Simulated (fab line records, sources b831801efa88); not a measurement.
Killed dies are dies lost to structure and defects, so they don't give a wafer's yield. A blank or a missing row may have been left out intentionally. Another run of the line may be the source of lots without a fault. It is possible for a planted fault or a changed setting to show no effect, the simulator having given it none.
The tool behind it: which one? || flow gf180mcu || 39 wafers from 13 lots sampled at 4 of the route's 602 steps

== WHAT EACH GAUGE READ, for each wafer ==
GF_TOP_METAL_OVL_MEAS_15. Usual: for TOP_METAL_OVL the level is -1.1 nm and the standard deviation is 1.3.
{"lot": "L511", "measured": "day 27 20:47", "on": "overlay-02", "TOP_METAL_OVL (nm)": "0.6 0.0 -2.7", "flag": ""}
{"lot": "L514", "measured": "day 28 22:53", "on": "overlay-01", "TOP_METAL_OVL (nm)": "0.2 -1.9 -1.2", "flag": ""}
{"lot": "L515", "measured": "day 29 02:59", "on": "overlay-02", "TOP_METAL_OVL (nm)": "1.3 -0.4 -0.2", "flag": ""}
{"lot": "L516", "measured": "day 29 15:44", "on": "overlay-02", "TOP_METAL_OVL (nm)": "-1.7 -0.9 -0.8", "flag": ""}
{"lot": "L517", "measured": "day 30 01:54", "on": "overlay-02", "TOP_METAL_OVL (nm)": "-2.3 -0.7 -1.7", "flag": ""}
{"lot": "L519", "measured": "day 31 01:26", "on": "overlay-02", "TOP_METAL_OVL (nm)": "0.5 0.7 0.8", "flag": ""}
{"lot": "L520", "measured": "day 31 03:47", "on": "overlay-02", "TOP_METAL_OVL (nm)": "-1.2 -2.4 -1.0", "flag": ""}
{"lot": "L525", "measured": "day 32 14:17", "on": "overlay-02", "TOP_METAL_OVL (nm)": "-2.4 -2.0 -2.3", "flag": ""}
{"lot": "L527", "measured": "day 32 22:17", "on": "overlay-01", "TOP_METAL_OVL (nm)": "-1.6 -1.6 -1.1", "flag": ""}
{"lot": "L531", "measured": "day 33 14:44", "on": "overlay-02", "TOP_METAL_OVL (nm)": "-0.1 0.2 0.7", "flag": ""}
{"lot": "L530", "measured": "day 33 18:41", "on": "overlay-02", "TOP_METAL_OVL (nm)": "-1.1 -1.2 -0.8", "flag": ""}
{"lot": "L532", "measured": "day 33 20:07", "on": "overlay-01", "TOP_METAL_OVL (nm)": "-1.8 -0.5 -2.6", "flag": ""}
{"lot": "L533", "measured": "day 33 22:52", "on": "overlay-02", "TOP_METAL_OVL (nm)": "-1.5 -1.3 -0.8", "flag": ""}

== WHAT TOOL EACH LOT RAN ON (gives the tool, then ch and the chambers of the sampled wafers, and finally the start) ==
{"lot": "L511", "GF_HV_LDD_STRIP_37": "plasma asher-03 ch 0, day 11 11:59", "GF_V5_ETCH_16": "rie diel-02 ch 0,2,3, day 26 22:41", "GF_V5_SPUTTER_22": "pvd sputter-03, day 26 23:26"}
{"lot": "L514", "GF_HV_LDD_STRIP_37": "plasma asher-03 ch 0,1, day 12 11:59", "GF_V5_ETCH_16": "rie diel-02 ch 0,2,3, day 28 02:32", "GF_V5_SPUTTER_22": "pvd sputter-02, day 28 03:17"}
{"lot": "L515", "GF_HV_LDD_STRIP_37": "plasma asher-04 ch 0,1, day 12 18:59", "GF_V5_ETCH_16": "rie diel-01 ch 0,1, day 28 06:41", "GF_V5_SPUTTER_22": "pvd sputter-03, day 28 07:28"}
{"lot": "L516", "GF_HV_LDD_STRIP_37": "plasma asher-02 ch 1, day 13 05:32", "GF_V5_ETCH_16": "rie diel-04 ch 0,2, day 28 19:25", "GF_V5_SPUTTER_22": "pvd sputter-03, day 28 20:10"}
{"lot": "L517", "GF_HV_LDD_STRIP_37": "plasma asher-04 ch 0,1, day 13 17:53", "GF_V5_ETCH_16": "rie diel-01 ch 2,3, day 29 05:53", "GF_V5_SPUTTER_22": "pvd sputter-01, day 29 06:38"}
{"lot": "L519", "GF_HV_LDD_STRIP_37": "plasma asher-04 ch 0, day 14 13:08", "GF_V5_ETCH_16": "rie diel-01 ch 0,1, day 30 05:44", "GF_V5_SPUTTER_22": "pvd sputter-02, day 30 06:29"}
{"lot": "L520", "GF_HV_LDD_STRIP_37": "plasma asher-03 ch 0,1, day 14 20:38", "GF_V5_ETCH_16": "rie diel-01 ch 0,2,3, day 30 08:41", "GF_V5_SPUTTER_22": "pvd sputter-03, day 30 09:26"}
{"lot": "L525", "GF_HV_LDD_STRIP_37": "plasma asher-03 ch 0,1, day 16 14:56", "GF_V5_ETCH_16": "rie diel-01 ch 0,1,2, day 31 20:23", "GF_V5_SPUTTER_22": "pvd sputter-02, day 31 21:08"}
{"lot": "L527", "GF_HV_LDD_STRIP_37": "plasma asher-02 ch 0,1, day 17 00:13", "GF_V5_ETCH_16": "rie diel-01 ch 0,1,2, day 32 03:43", "GF_V5_SPUTTER_22": "pvd sputter-03, day 32 04:28"}
{"lot": "L531", "GF_HV_LDD_STRIP_37": "plasma asher-03 ch 0,1, day 18 00:50", "GF_V5_ETCH_16": "rie diel-04 ch 1,2,3, day 32 21:29", "GF_V5_SPUTTER_22": "pvd sputter-03, day 32 22:16"}
{"lot": "L530", "GF_HV_LDD_STRIP_37": "plasma asher-03 ch 0,1, day 18 02:28", "GF_V5_ETCH_16": "rie diel-02 ch 0,1,3, day 33 00:41", "GF_V5_SPUTTER_22": "pvd sputter-01, day 33 01:26"}
{"lot": "L532", "GF_HV_LDD_STRIP_37": "plasma asher-02 ch 0,1, day 18 07:46", "GF_V5_ETCH_16": "rie diel-02 ch 0,1,3, day 33 01:50", "GF_V5_SPUTTER_22": "pvd sputter-01, day 33 02:35"}
{"lot": "L533", "GF_HV_LDD_STRIP_37": "plasma asher-03 ch 0,1, day 18 14:25", "GF_V5_ETCH_16": "rie diel-02 ch 1,2,3, day 33 05:38", "GF_V5_SPUTTER_22": "pvd sputter-02, day 33 06:23"}
- GF_HV_LDD_STRIP_37: strips in O2/N2.
- GF_V5_ETCH_16: etches BARC in N2/H2.
- GF_V5_SPUTTER_22: material TiN, target thk 10 nm, time 40 s.

== WHAT THE TOOLS THEMSELVES READ (means of the sampled wafers that have a number; where no wafer has one, the mark that the record gives instead) ==
GF_HV_LDD_STRIP_37. Usual: drypump motor current A 5.43 A, standard deviation 0.15; heater power w 323 W, standard deviation 27; oes product au 0.716 a.u., standard deviation 0.0045; strip time to endpoint s 12.63 s, standard deviation 0.041.
{"lot": "L511", "tool": "plasma asher-03", "drypump motor current A (A)": 5.21, "heater power w (W)": 356, "oes product au (a.u.)": 0.715, "strip time to endpoint s (s)": 12.69, "flag": ""}
{"lot": "L514", "tool": "plasma asher-03", "drypump motor current A (A)": 5.45, "heater power w (W)": 327, "oes product au (a.u.)": 0.717, "strip time to endpoint s (s)": 12.64, "flag": ""}
{"lot": "L515", "tool": "plasma asher-04", "drypump motor current A (A)": 5.51, "heater power w (W)": 300, "oes product au (a.u.)": 0.714, "strip time to endpoint s (s)": 12.65, "flag": ""}
{"lot": "L516", "tool": "plasma asher-02", "drypump motor current A (A)": 5.35, "heater power w (W)": 313, "oes product au (a.u.)": 0.713, "strip time to endpoint s (s)": 12.64, "flag": ""}
{"lot": "L517", "tool": "plasma asher-04", "drypump motor current A (A)": 5.50, "heater power w (W)": 299, "oes product au (a.u.)": 0.719, "strip time to endpoint s (s)": 12.66, "flag": ""}
{"lot": "L519", "tool": "plasma asher-04", "drypump motor current A (A)": 5.59, "heater power w (W)": 276, "oes product au (a.u.)": 0.718, "strip time to endpoint s (s)": 12.63, "flag": ""}
{"lot": "L520", "tool": "plasma asher-03", "drypump motor current A (A)": 5.35, "heater power w (W)": 346, "oes product au (a.u.)": 0.715, "strip time to endpoint s (s)": 12.67, "flag": ""}
{"lot": "L525", "tool": "plasma asher-03", "drypump motor current A (A)": 5.46, "heater power w (W)": 328, "oes product au (a.u.)": 0.720, "strip time to endpoint s (s)": 12.57, "flag": ""}
{"lot": "L527", "tool": "plasma asher-02", "drypump motor current A (A)": 5.40, "heater power w (W)": 337, "oes product au (a.u.)": 0.716, "strip time to endpoint s (s)": 12.61, "flag": ""}
{"lot": "L531", "tool": "plasma asher-03", "drypump motor current A (A)": 5.34, "heater power w (W)": 340, "oes product au (a.u.)": 0.711, "strip time to endpoint s (s)": 12.61, "flag": ""}
{"lot": "L530", "tool": "plasma asher-03", "drypump motor current A (A)": 5.46, "heater power w (W)": 325, "oes product au (a.u.)": 0.720, "strip time to endpoint s (s)": 12.66, "flag": ""}
{"lot": "L532", "tool": "plasma asher-02", "drypump motor current A (A)": 5.37, "heater power w (W)": 326, "oes product au (a.u.)": 0.713, "strip time to endpoint s (s)": 12.64, "flag": ""}
{"lot": "L533", "tool": "plasma asher-03", "drypump motor current A (A)": 5.35, "heater power w (W)": 344, "oes product au (a.u.)": 0.717, "strip time to endpoint s (s)": 12.63, "flag": ""}

GF_V5_ETCH_16. Usual: drypump motor current A 5.9 A, standard deviation 0.56; oes product au 0.855 a.u., standard deviation 0.0043; throttle valve pct 13.225 %, standard deviation 0.0085.
{"lot": "L511", "tool": "rie diel-02", "drypump motor current A (A)": 6.2, "oes product au (a.u.)": 0.852, "throttle valve pct (%)": 13.225, "flag": ""}
{"lot": "L514", "tool": "rie diel-02", "drypump motor current A (A)": 6.2, "oes product au (a.u.)": 0.858, "throttle valve pct (%)": 13.218, "flag": ""}
{"lot": "L515", "tool": "rie diel-01", "drypump motor current A (A)": 5.4, "oes product au (a.u.)": 0.853, "throttle valve pct (%)": 13.229, "flag": ""}
{"lot": "L516", "tool": "rie diel-04", "drypump motor current A (A)": 6.2, "oes product au (a.u.)": 0.854, "throttle valve pct (%)": 13.224, "flag": ""}
{"lot": "L517", "tool": "rie diel-01", "drypump motor current A (A)": 5.8, "oes product au (a.u.)": 0.854, "throttle valve pct (%)": 13.217, "flag": ""}
{"lot": "L519", "tool": "rie diel-01", "drypump motor current A (A)": 5.8, "oes product au (a.u.)": 0.848, "throttle valve pct (%)": 13.235, "flag": ""}
{"lot": "L520", "tool": "rie diel-01", "drypump motor current A (A)": 6.0, "oes product au (a.u.)": 0.854, "throttle valve pct (%)": 13.232, "flag": ""}
{"lot": "L525", "tool": "rie diel-01", "drypump motor current A (A)": 5.8, "oes product au (a.u.)": 0.852, "throttle valve pct (%)": 13.226, "flag": ""}
{"lot": "L527", "tool": "rie diel-01", "drypump motor current A (A)": 5.8, "oes product au (a.u.)": 0.859, "throttle valve pct (%)": 13.224, "flag": ""}
{"lot": "L531", "tool": "rie diel-04", "drypump motor current A (A)": 5.6, "oes product au (a.u.)": 0.851, "throttle valve pct (%)": 13.234, "flag": ""}
{"lot": "L530", "tool": "rie diel-02", "drypump motor current A (A)": 6.4, "oes product au (a.u.)": 0.857, "throttle valve pct (%)": 13.225, "flag": ""}
{"lot": "L532", "tool": "rie diel-02", "drypump motor current A (A)": 6.4, "oes product au (a.u.)": 0.855, "throttle valve pct (%)": 13.226, "flag": ""}
{"lot": "L533", "tool": "rie diel-02", "drypump motor current A (A)": 6.1, "oes product au (a.u.)": 0.854, "throttle valve pct (%)": 13.214, "flag": ""}

GF_V5_SPUTTER_22. Usual: throttle valve pct at 29.7 %, with a standard deviation of 1.4.
{"lot": "L511", "tool": "pvd sputter-03", "throttle valve pct (%)": 28.8, "flag": ""}
{"lot": "L514", "tool": "pvd sputter-02", "throttle valve pct (%)": 30.0, "flag": ""}
{"lot": "L515", "tool": "pvd sputter-03", "throttle valve pct (%)": 27.6, "flag": ""}
{"lot": "L516", "tool": "pvd sputter-03", "throttle valve pct (%)": 30.7, "flag": ""}
{"lot": "L517", "tool": "pvd sputter-01", "throttle valve pct (%)": 29.8, "flag": ""}
{"lot": "L519", "tool": "pvd sputter-02", "throttle valve pct (%)": 29.7, "flag": ""}
{"lot": "L520", "tool": "pvd sputter-03", "throttle valve pct (%)": 30.4, "flag": ""}
{"lot": "L525", "tool": "pvd sputter-02", "throttle valve pct (%)": 29.7, "flag": ""}
{"lot": "L527", "tool": "pvd sputter-03", "throttle valve pct (%)": 29.8, "flag": ""}
{"lot": "L531", "tool": "pvd sputter-03", "throttle valve pct (%)": 30.6, "flag": ""}
{"lot": "L530", "tool": "pvd sputter-01", "throttle valve pct (%)": 29.0, "flag": ""}
{"lot": "L532", "tool": "pvd sputter-01", "throttle valve pct (%)": 29.4, "flag": ""}
{"lot": "L533", "tool": "pvd sputter-02", "throttle valve pct (%)": 29.9, "flag": ""}

== THE ANSWER, worked out from the rows above alone ==
Rule: a lot counts as off when the mean over its wafers that have a number is more than 3 standard deviations away from the usual mean. Also off: a lot with no number at a reading for which 4 or more lots have one. All remaining lots with rows at the step are treated as sound. Order of review: gauges by route order, followed by the tools' own readings, for which a lot's mean as printed above is used. The first step at which some lot is off is used, and at that step the reading that is off furthest; a lot without a number counts as furthest.
No lot is off on any of the readings shown, so nothing can be concluded from this.

== WHAT THE SIMULATOR HAD INSERTED ==
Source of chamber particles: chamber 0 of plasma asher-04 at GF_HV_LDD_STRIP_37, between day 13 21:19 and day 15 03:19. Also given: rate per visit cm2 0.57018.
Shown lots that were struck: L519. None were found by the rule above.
